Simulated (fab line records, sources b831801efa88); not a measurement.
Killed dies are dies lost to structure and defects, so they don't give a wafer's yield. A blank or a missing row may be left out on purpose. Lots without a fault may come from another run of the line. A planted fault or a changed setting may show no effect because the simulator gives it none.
One fault seen from 2 desks | flow sky130 | each desk has only its own numbers; what lay behind them comes last

THE TOOL OWNER'S DESK: pvd_sputter-03
The tool's own readings at SKY_CAPM_SPUTTER_02 (material TiN, target thk 200 nm, time 166.7 s): means of the sampled wafers that have a number, for each lot that ran on this tool. A lot is out of limits, marked OUT, if its mean lies more than 4 standard deviations from the usual mean; the brackets give that distance.
Columns: A = cathode_dc_power_W at SKY_CAPM_SPUTTER_02, usual 6500.0 W; B = throttle_valve_pct at SKY_CAPM_SPUTTER_02, usual 30.1 %
lot  | first seen here | A      | B
L600 | day 37 20:48    | 6499.5 | 31.5
L607 | day 41 05:08    | 6501.2 | 31.1
L611 | day 41 09:43    | 6499.1 | 30.8
This desk's finding: nothing out of limits on any of the 3 lots.

THE METROLOGY DESK
What the gauges read, lot by lot, whatever tool the lot ran on: means of the sampled wafers that have a number. A lot is out of limits, marked OUT, if its mean lies more than 4 standard deviations from the usual mean; the brackets give that distance.
Columns: A = VIA1_W_THK at SKY_VIA1_THK_MEAS_23, usual 268 nm; B = CAPM_TIN_RS at SKY_CAPM_RS_MEAS_03, usual 6.92 ohm/sq; C = CAPM_TIN_THK at SKY_CAPM_THK_MEAS_04, usual 201.0 nm
lot  | first seen here | A   | B               | C
L598 | day 33 20:23    | 265 | 6.84            | 203.6
L600 | day 35 12:55    | 271 | 6.94            | 200.1
L602 | day 38 21:38    | 270 | 6.99            | 199.8
L604 | day 38 23:33    | 270 | 6.83            | 203.9
L607 | day 38 23:40    | 267 | 6.21 (-8.3) OUT | 231.6 (+12) OUT
L605 | day 38 23:50    | 269 | 6.87            | 202.7
L611 | day 39 04:44    | 268 | 6.04 (-10) OUT  | 234.1 (+13) OUT
L616 | day 39 17:53    | 267 | 7.01            | 198.9
L619 | day 40 06:16    | 271 | 6.92            | 200.9
L620 | day 41 00:00    | 270 | 6.91            | 200.2
This desk's finding: out of limits on L607, L611; first on L607, day 41 05:16 (CAPM_TIN_RS at SKY_CAPM_RS_MEAS_03). In limits: L598, L600, L602, L604, L605, L616, L619, L620.

PUT TOGETHER
The metrology desk could have raised an alarm at day 41 05:16, on L607, L611.
The tool owner's desk saw nothing out of limits.
The tool owner's desk has L607, L611 on record, within its limits.
Of the lots named, all ran SKY_CAPM_SPUTTER_02 on pvd_sputter-03.

WHAT THE SIMULATOR HAD PUT IN
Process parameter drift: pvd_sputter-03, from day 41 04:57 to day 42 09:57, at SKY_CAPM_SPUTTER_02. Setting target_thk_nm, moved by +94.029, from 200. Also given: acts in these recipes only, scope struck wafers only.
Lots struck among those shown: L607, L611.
Hours from the fault's start to each desk's first reading out of limits: the metrology desk, 0.
